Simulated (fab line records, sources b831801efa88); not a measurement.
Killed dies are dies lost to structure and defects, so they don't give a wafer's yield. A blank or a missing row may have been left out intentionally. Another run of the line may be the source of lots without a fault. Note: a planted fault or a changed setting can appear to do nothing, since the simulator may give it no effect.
A lot that was struck, set against a sound lot | flow gf180mcu | 14 steps out of a route of 602
Sound: wafers L980.3, L980.4, L980.5. Wafers struck: L983.1, L983.4, L983.6. The cause comes at the end.
Per side, at each step with rows, come the tool, then ch with its chambers, and then its first start. Under that, the readings that differ: sound wafers | struck wafers | difference of the means | sigmas: that difference in standard deviations of wafers without a fault.
alike: a reading whose means differ by less than 2 such deviations, as well as words and numbers matching on both sides. not compared: withheld readings; readings where some wafer has no value; bounds like >300 that might hide an equal value; numbers whose values overlap and for which the record gives no deviation.
The two part at a step that has a row with sigmas, a row that says differs or no value, or rows on one side only. When numbers do not overlap yet have no deviation, they are printed without sigmas and do not part them. A reading missing from all wafers of one side parts the sides only when that side holds two or more wafers.

first, 5 steps without rows for these wafers: GF_V5_COAT_09 (resist thk 1000 nm); GF_V5_SOFTBAKE_10 (time 60 s); GF_V5_EXPOSE_11 (exposes mask Via5, target cd 260 nm); GF_V5_PEB_12 (peb time 90 s); GF_V5_DEVELOP_13 (develop time 60 s).
GF_V5_CD_MEAS_14: the cd target is 260 nm.
  sound on cdSem-01 at day 27 20:25; struck on cdSem-01 at day 28 21:40
  alike: cdNm
GF_V5_OVL_MEAS_15:
  sound on overlay-02 at day 27 20:31; struck on overlay-02 at day 28 21:47
  alike: V5_OVL
GF_V5_ETCH_16: etches BARC in N2/H2.
  sound on rieDiel-04 ch 0,1,3, day 27 20:32; struck on rieDiel-03 ch 0,3, day 28 21:49
  alike: drypumpMotorCurrentA, oesProductAu, throttleValvePct
GF_V5_ETCH_17: etches SiO2 in C4F8/O2/Ar, stops on TiN, target depth 855 nm.
  sound on rieDiel-04 ch 0,1,3; struck on rieDiel-03 ch 0,3
  alike: oesProductAu
GF_V5_STRIP_18: strips in O2/N2.
  sound on plasmaAsher-03 ch 0,1, day 27 20:43; struck on plasmaAsher-02 ch 0,1, day 28 21:58
  alike: drypumpMotorCurrentA, heaterPowerW, oesProductAu
  not compared: rfHoursCounterH
then, 2 steps without rows for these wafers: GF_V5_STRIP_19 (strips in post etch residue remover, time 1200 s); GF_V5_CLEAN_20 (cleans in DIW).
GF_V5_SPUTTER_21: material Ti, target thk 15 nm, time 80.02 s.
  sound on pvdSputter-02 at day 27 21:13; struck on pvdSputter-03 at day 28 22:32
  no value came back on the struck wafers for cathodeDcPowerW (W), chamberPressurePa (Pa), throttleValvePct (%); on the sound wafers cathodeDcPowerW (W) reads 2499.6 2500.6 2500.2
GF_V5_SPUTTER_22: material TiN, target thk 10 nm, time 40 s.
  sound on pvdSputter-02 at day 27 21:17; struck on pvdSputter-03 at day 28 22:36
  alike: cathodeDcPowerW, chamberPressurePa, throttleValvePct

== WHERE THEY PART ==
At GF_V5_SPUTTER_21 and nowhere else, as far as this record goes. Later steps at which nothing parts them and some readings are alike: GF_V5_SPUTTER_22.

WHY: whatever the simulator had introduced
Entire step skipped (pvdSputter-03, GF_V5_SPUTTER_21), from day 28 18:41 onward. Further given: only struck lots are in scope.
